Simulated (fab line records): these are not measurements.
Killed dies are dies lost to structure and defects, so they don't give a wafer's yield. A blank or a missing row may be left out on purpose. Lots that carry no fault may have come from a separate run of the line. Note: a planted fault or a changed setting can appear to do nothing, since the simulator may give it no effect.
A lot that was struck, set against a sound lot | flow gf180mcu | 18 steps out of a route of 602
Sound: wafers L408.3, L408.4, L408.6. Struck: wafer L410.5. (L410.1, L410.4 of the same lot were not struck and are left out.) The cause comes at the end.
Order at every step that has rows: each side's tool, ch and its chambers, its first start. Under that, the readings that differ: sound wafers | struck wafers | difference of the means | sigmas: that difference in standard deviations of wafers without a fault.
alike: a reading whose means differ by less than 2 such deviations, as well as words and numbers matching on both sides. not compared: withheld readings; readings where some wafer has no value; bounds like >300 that might hide an equal value; numbers whose values overlap and for which the record gives no deviation.
Wherever a step has rows on one side only, a row that says differs or no value, or a row with sigmas, the two part there. Non-overlapping numbers with no deviation appear without sigmas and do not part them. A reading that every wafer of one side lacks parts them only if that side has two wafers or more.

first, 2 steps without rows for these wafers: GF_CONTACT_PEB_12 (peb time 90 s); GF_CONTACT_DEVELOP_13 (develop time 60 s).
GF_CONTACT_CD_MEAS_14: target cd 220 nm.
  sound on cd_sem-01, day 21 11:43; struck on cd_sem-02, day 21 22:51
  alike: cd_nm
GF_CONTACT_OVL_MEAS_15:
  sound on overlay-01, day 21 11:48; struck on overlay-01, day 21 23:00
  alike: CONTACT_OVL
GF_CONTACT_ETCH_16: etches BARC in N2/H2.
  sound on rie_diel-04 ch 0,1, day 21 11:49; struck on rie_diel-04 ch 3, day 21 23:02
  alike: drypump_motor_current_A, oes_product_au, rf_fwd_power_W, throttle_valve_pct
GF_CONTACT_ETCH_17: etches SiO2 in C4F8/O2/Ar, stops on CoSi2, target depth 860 nm.
  sound on rie_diel-04 ch 0,1; struck on rie_diel-04 ch 3
  alike: oes_product_au, rf_fwd_power_W
GF_CONTACT_STRIP_18: strips in O2/N2.
  sound on plasma_asher-03 ch 0,1, day 21 12:01; struck on plasma_asher-01 ch 1, day 21 23:12
  alike: drypump_motor_current_A, heater_power_w, oes_product_au
  not compared: rf_hours_counter_h
then, 3 steps without rows for these wafers: GF_CONTACT_CLEAN_19 (cleans in SPM); GF_CONTACT_CLEAN_20 (cleans in DIW); GF_CONTACT_CLEAN_21 (cleans in dHF, time 20 s).
GF_CONTACT_SPUTTER_22: material Ti, target thk 15 nm, time 80.02 s.
  sound on pvd_sputter-02, day 21 12:17; struck on pvd_sputter-03, day 21 23:30
  alike: throttle_valve_pct
then, 1 step without rows for these wafers: GF_CONTACT_SPUTTER_23 (material TiN, target thk 10 nm, time 40 s).
GF_CONTACT_CVD_24: deposits W, target thk 300 nm, time 90.339 s.
  sound on cvd_w-02 ch 0,1, day 21 12:26; struck on cvd_w-01 ch 1, day 21 23:36
  reading                               | sound             | struck | difference | sigmas
  chamber_pressure_Torr (Torr)          | 39.44 39.44 39.55 | 39.25  | -0.23      | -3
  model.W_of_CONTACT_CVD_24.thk_nm (nm) | 293.7 296.8 290   | 239.7  | -53.8      |
  alike: heater_power_w
GF_CONTACT_RS_MEAS_25: measurement is done with a four-point probe.
  sound on film_metro-01, day 21 12:32; struck on film_metro-03, day 21 23:42
  reading               | sound             | struck | difference | sigmas
  CONTACT_W_RS (ohm/sq) | 0.391 0.387 0.397 | 0.481  | +0.089     | +21
GF_CONTACT_THK_MEAS_26: measures by xrf.
  sound on film_metro-01, day 21 12:38; struck on film_metro-03, day 21 23:49
  reading            | sound       | struck | difference | sigmas
  CONTACT_W_THK (nm) | 295 297 291 | 239    | -55        | -15
GF_CONTACT_CMP_27: polishes, stops on SiO2, t overpolish 15 s, target thk 0 nm.
  sound on cmp-02 ch 0,3, day 21 12:40; struck on cmp-01 ch 2, day 21 23:56
  reading                | sound    | struck | difference | sigmas
  time_to_endpoint_s (s) | 68 69 65 | 55     | -12        | -4
  alike: motor_current_A
GF_M1_SPUTTER_00: material Ti, target thk 37.5 nm, time 150 s.
  sound on pvd_sputter-01, day 21 12:58; struck on pvd_sputter-01, day 22 00:11
  alike: throttle_valve_pct
GF_PASSIVATION_PROBE_99:
  sound wafers here have rows in the record (prober-01, day 33 01:22); struck ones have none

WHERE THEY PART
At GF_CONTACT_CVD_24 first; at GF_PASSIVATION_PROBE_99 last (within this record only).

WHY: what the simulator had put in
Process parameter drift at GF_CONTACT_CVD_24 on cvd_w-01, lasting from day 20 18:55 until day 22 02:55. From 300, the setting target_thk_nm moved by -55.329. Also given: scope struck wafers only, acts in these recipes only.
